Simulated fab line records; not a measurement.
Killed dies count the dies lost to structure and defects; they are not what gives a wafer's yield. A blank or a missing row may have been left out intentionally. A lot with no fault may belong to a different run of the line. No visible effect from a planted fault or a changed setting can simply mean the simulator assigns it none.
8D (eight disciplines) problem report, filled in by code || flow sky130 || the parts of the form that need people (team, actions taken, sign-off) are left out

## 1. THE PROBLEM
Wafers free of any fault read 75.2 nm (standard deviation 0.97) for CONTACT_CVD_00_THK at SKY_CONTACT_THK_MEAS_01, against a mean of 97.2 nm on 3 wafers of 2 lots. That puts it +23 standard deviations away from the usual mean.
First observed at day 35 00:17: wafer L659.1, on film_metro-01. The record holds 36 wafers of 12 lots with a number at this step. The rule behind "out" and "out of limits": a value lying over 4 standard deviations away from the usual mean. All remaining wafers that have a number are taken as sound.

## 2. WHAT THIS IS AND IS NOT
{"question": "which readings at this step", "is": "CONTACT_CVD_00_THK", "is not": "-"}
{"question": "which lots", "is": "L659, L661", "is not": "L650, L651, L654, L655, L656, L666, L667, L669, L670, L672"}
{"question": "which wafers of those lots", "is": "L659.1, L659.3, L661.3", "is not": "L659.5, L661.2, L661.4"}
{"question": "read on which gauges", "is": "film_metro-01, film_metro-03", "is not": "film_metro-02"}
{"question": "when", "is": "from day 35 00:17", "is not": "up to then (16 sound wafers); but 17 sound wafers of L661, L666, L667, L669, L670, L672 came after"}

## 3. WHAT RULES OUT EACH SUSPECT
Counting: any tool at a process step up to the reading remains a suspect provided it ran every lot that is out. Sound lots after the first of them don't rule it out here, since some wafers of a struck lot are sound.
- ruled out: the gauge at SKY_CONTACT_THK_MEAS_01. The wafers that are out were read on 2 gauges (film_metro-01, film_metro-03).
- pecvd-02 at SKY_CONTACT_CVD_00 (deposits Si3N4, target thk 75 nm): kept. It processed each lot that is out (first: L659, day 35 00:14); up to then, its last sound lot is L656 (day 33 23:19).
The count leaves pecvd-02 at SKY_CONTACT_CVD_00.

## 4. THE CAUSE (what the simulator had put in)
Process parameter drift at SKY_CONTACT_CVD_00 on pecvd-02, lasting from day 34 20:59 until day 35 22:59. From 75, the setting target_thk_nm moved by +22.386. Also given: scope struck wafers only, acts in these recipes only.
Only this tool survived the counting.

## 5. THE EFFECT CHAIN, in route order
Rows list readings where the struck wafers' mean (over those with a number) sits beyond 3 standard deviations from the usual. Only readings for which the record gives a usual standard deviation are gone through. hours: the time from each lot's start at the first step in this table that gives one to its start at this step, as a median over the lots. sigmas: the change in usual standard deviations.
{"hours": 0, "step": "SKY_CONTACT_THK_MEAS_01", "reading": "CONTACT_CVD_00_THK", "usual": "75.2 nm", "on struck wafers": 97.2, "change": "+22.0", "sigmas": "+23"}
{"hours": "-", "step": "SKY_CONTACT_ETCH_18", "reading": "oes_product_au", "usual": "0.856 a.u.", "on struck wafers": 0.986, "change": "+0.130", "sigmas": "+17"}
{"hours": "-", "step": "SKY_CONTACT_ETCH_18", "reading": "throttle_valve_pct", "usual": "8.794 %", "on struck wafers": 8.835, "change": "+0.041", "sigmas": "+4.1"}
{"hours": 360, "step": "SKY_PAD_OPEN_PROBE_99", "reading": "killed_at_contacts", "usual": 24, "on struck wafers": 185, "change": "+161", "sigmas": "+30"}
{"hours": 360, "step": "SKY_PAD_OPEN_PROBE_99", "reading": "killed_dies", "usual": 86, "on struck wafers": 251, "change": "+165", "sigmas": "+17"}
{"hours": 360, "step": "SKY_PAD_OPEN_PROBE_99", "reading": "killed_on_rim", "usual": 16, "on struck wafers": 60, "change": "+44", "sigmas": "+12"}
It contains these process steps:
- SKY_CONTACT_ETCH_18: etches Si3N4 in CHF3/O2, stops on TiN, time 39 s, target depth 75 nm.
- SKY_PAD_OPEN_PROBE_99
Later steps that measure or inspect, where all struck wafers having a row at the step show a number for every such reading and not one has moved that far: SKY_CONTACT_THK_MEAS_03.

## 6. WHAT WOULD HAVE CAUGHT IT SOONER
3 hours passed between the start of the fault at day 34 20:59 and the first reading out of limits at a measuring or inspecting step in this record, taken at day 35 00:17.
An alarm limit of 4 standard deviations would not have fired on the tool readings at SKY_CONTACT_CVD_00 for which the record gives a usual standard deviation, since none of them was out on any struck wafer.
Among the 2 lots that are out, L661 began SKY_CONTACT_CVD_00 on pecvd-02 after day 35 00:17. Holding the tool at that time would have saved it.
